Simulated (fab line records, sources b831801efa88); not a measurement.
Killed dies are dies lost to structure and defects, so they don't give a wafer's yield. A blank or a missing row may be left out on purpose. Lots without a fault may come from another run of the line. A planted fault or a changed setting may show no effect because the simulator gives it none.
Which tool did it? | flow sky130 | 12 lots, 36 wafers sampled, at 4 steps of a route of 708

WHAT THE GAUGES READ, wafer by wafer
SKY_VIA1_RS_MEAS_22: measures by four-point-probe.
lot  | measured     | on            | VIA1_W_RS (ohm/sq)
L075 | day 34 01:41 | film_metro-04 | 0.413 0.413 0.412
L077 | day 34 16:44 | film_metro-04 | 0.432 0.426 0.421
L079 | day 35 15:32 | film_metro-03 | 0.432 0.437 0.436
L081 | day 36 01:48 | film_metro-04 | 0.437 0.433 0.428
L083 | day 37 10:47 | film_metro-04 | 0.434 0.429 0.428
L085 | day 37 13:02 | film_metro-01 | 0.428 0.434 0.434
L087 | day 38 01:21 | film_metro-01 | 0.416 0.415 0.411
L089 | day 38 22:25 | film_metro-01 | 0.412 0.419 0.416
L091 | day 39 09:31 | film_metro-01 | 0.417 0.422 0.418
L093 | day 39 16:22 | film_metro-03 | 0.413 0.415 0.409
L095 | day 40 03:10 | film_metro-04 | 0.425 0.419 0.424
L097 | day 40 16:47 | film_metro-04 | 0.417 0.415 0.416

WHICH TOOL RAN EACH LOT (tool, then ch and the chambers of the sampled wafers, then the start)
lot  | SKY_FIELD_ISO_CMP_27         | SKY_SONOS_ONO_ETCH_15              | SKY_VIA1_ETCH_14
L075 | cmp-01 ch 1,2,3, day 2 13:36 | rie_diel-01 ch 1,2,3, day 12 16:14 | rie_diel-01 ch 0,1, day 34 00:47
L077 | cmp-02 ch 0,1,2, day 3 01:16 | rie_diel-01 ch 0,2, day 13 10:35   | rie_diel-03 ch 0, day 34 15:49
L079 | cmp-02 ch 1,2,3, day 3 10:03 | rie_diel-04 ch 0,1,2, day 14 06:18 | rie_diel-03 ch 1,3, day 35 14:41
L081 | cmp-02 ch 2,3, day 3 22:53   | rie_diel-04 ch 1,2, day 14 18:41   | rie_diel-01 ch 0,1,2, day 36 00:56
L083 | cmp-02 ch 1,2,3, day 4 09:41 | rie_diel-01 ch 1,2, day 15 13:50   | rie_diel-01 ch 2,3, day 37 09:56
L085 | cmp-01 ch 0,2,3, day 4 17:34 | rie_diel-04 ch 0,1,2, day 15 19:26 | rie_diel-02 ch 0,1, day 37 12:11
L087 | cmp-01 ch 0,2,3, day 5 05:46 | rie_diel-01 ch 0,1,2, day 16 17:26 | rie_diel-02 ch 0,1,2, day 38 00:29
L089 | cmp-01 ch 0,1,3, day 5 16:55 | rie_diel-03 ch 0,2,3, day 17 23:14 | rie_diel-02 ch 0,1,3, day 38 21:32
L091 | cmp-02 ch 2,3, day 6 01:28   | rie_diel-03 ch 0,1,2, day 18 03:59 | rie_diel-01 ch 1,2, day 39 08:38
L093 | cmp-01 ch 0,2, day 6 12:20   | rie_diel-04 ch 1,3, day 18 23:44   | rie_diel-01 ch 0,2,3, day 39 15:32
L095 | cmp-02 ch 1,2,3, day 7 00:34 | rie_diel-04 ch 2,3, day 19 14:32   | rie_diel-01 ch 1,2,3, day 40 02:17
L097 | cmp-02 ch 0,2,3, day 7 09:36 | rie_diel-04 ch 0,1,2, day 20 09:20 | rie_diel-03 ch 1,2, day 40 15:55
- SKY_FIELD_ISO_CMP_27: polishes, stops on Si3N4, t overpolish 16 s, target thk 457.8 nm.
- SKY_SONOS_ONO_ETCH_15: etches the open film in CHF3/O2, target depth 19.52 nm, time 7.8 s.
- SKY_VIA1_ETCH_14: etches BARC in N2/H2, stops on SiO2, time 45.9 s, target depth 60 nm.

THE ANSWER, worked out from the rows above alone
Rule: what is usual is taken from the lots themselves. Put in order of their means at a reading, lots are off if they are a third of the lots or fewer, leave a main group of 4 or more, and stand apart from it by a gap of 3 or more times the standard deviation of the main group's means; of several such gaps the widest counts. A main group whose means are all the same, to the digits that the tables above print for the reading, isn't used. A lot without any number at a reading at which 4 lots or more have one is off too. The other lots that the step has rows for count as sound.
No lot is off at any reading shown: from this, nothing can be told.

WHAT THE SIMULATOR HAD PUT IN
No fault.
